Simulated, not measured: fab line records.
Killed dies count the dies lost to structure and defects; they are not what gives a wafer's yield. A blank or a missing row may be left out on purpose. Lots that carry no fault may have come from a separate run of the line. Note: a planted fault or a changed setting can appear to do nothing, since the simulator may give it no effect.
One fault through the eyes of 2 desks ; flow gf180mcu ; numbers are kept per desk, each desk with only its own; the story behind them comes last

== AT THE TOOL OWNER'S DESK: implanter-01 ==
The tool's own readings at GF_LVPWELL_IMPLANT_09: means of the sampled wafers that have a number, for each lot that ran on this tool. Marked OUT: a lot whose mean sits more than 4 standard deviations from the usual mean, which makes it out of limits; the brackets give that distance.
Columns: A = beam_energy_keV at GF_LVPWELL_IMPLANT_09, usual 59.996; B = beam_on_s at GF_LVPWELL_IMPLANT_09, usual 10.00 s; C = faraday_current_uA at GF_LVPWELL_IMPLANT_09, usual 28.2
lot;first seen here;A;B;C
L397;day 4 01:53;59.995;9.98;28.3
L400;day 4 20:03;60.005;10.02;28.1
L406;day 6 06:25;59.998;10.53;26.9
L407;day 6 10:38;60.019;10.54;26.9
L408;day 6 16:53;59.996;10.79 (+4.4) OUT;26.4
L418;day 9 00:41;60.006;10.00;28.2
This desk's verdict: out of limits on L408, starting with L408 at day 6 16:53 (beam_on_s at GF_LVPWELL_IMPLANT_09). L397, L400, L406, L407, L418: within limits.

== FROM THE METROLOGY DESK ==
What the gauges read for every lot (on any tool): the sampled wafers with a number, averaged. Marked OUT: a lot whose mean sits more than 4 standard deviations from the usual mean, which makes it out of limits; the brackets give that distance.
Columns: A = STI_OXIDATION_01_THK at GF_STI_THK_MEAS_22, usual 15.02 nm; B = NWELL_OVL at GF_NWELL_OVL_MEAS_07, usual -0.8 nm; C = LVPWELL_RS at GF_VT_IMPLANT_RS_MEAS_48, usual 1196 ohm/sq; D = SALICIDE_TIN_RS at GF_SALICIDE_RS_MEAS_04, usual 16.4 ohm/sq
lot;first seen here;A;B;C;D
L396;day 2 03:24;15.46;-1.3;1197;16.2
L397;day 2 09:23;14.78;-2.3;1197;16.6
L398;day 2 14:43;14.87;-1.1;1192;16.4
L399;day 2 18:42;15.21;-1.2;1198;15.9
L400;day 3 00:34;15.11;0.3;1196;16.8
L401;day 3 06:57;15.31;-1.7;1196;16.6
L406;day 4 07:32;14.54;-1.3;1179 (-5.7) OUT;16.4
L407;day 4 11:27;15.07;0.3;1184;16.4
L408;day 4 17:07;14.95;0.3;1188;16.7
L411;day 5 12:26;14.76;-2.4;1195;16.3
L413;day 5 17:59;15.28;-0.7;1202;16.6
L414;day 6 02:22;15.03;-1.0;1196;16.2
L415;day 6 07:47;15.00;-0.7;1194;16.3
L418;day 6 21:26;15.25;-0.0;1195;16.0
L419;day 7 01:41;14.70;-1.5;1197;16.3
This desk's finding: out of limits on L406; first on L406, day 10 10:57 (LVPWELL_RS at GF_VT_IMPLANT_RS_MEAS_48). L396, L397, L398, L399, L400, L401, L407, L408, L411, L413, L414, L415, L418, L419: within limits.

== BROUGHT TOGETHER ==
An alarm could have come from the tool owner's desk at day 6 16:53, on L408.
An alarm was possible from the metrology desk at day 10 10:57, on L406.
Tool owner's desk: L406 on record, inside its limits.
The metrology desk holds a record of L408, inside its limits.
Every lot named ran GF_LVPWELL_IMPLANT_09 on implanter-01.

== WHAT THE SIMULATOR HAD PUT IN ==
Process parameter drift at GF_LVPWELL_IMPLANT_09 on implanter-01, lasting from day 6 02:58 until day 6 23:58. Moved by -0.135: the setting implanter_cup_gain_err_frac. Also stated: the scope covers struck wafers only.
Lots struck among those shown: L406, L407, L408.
Fault start to first reading out of limits, in hours, per desk: tool owner, 14; metrology, 104.
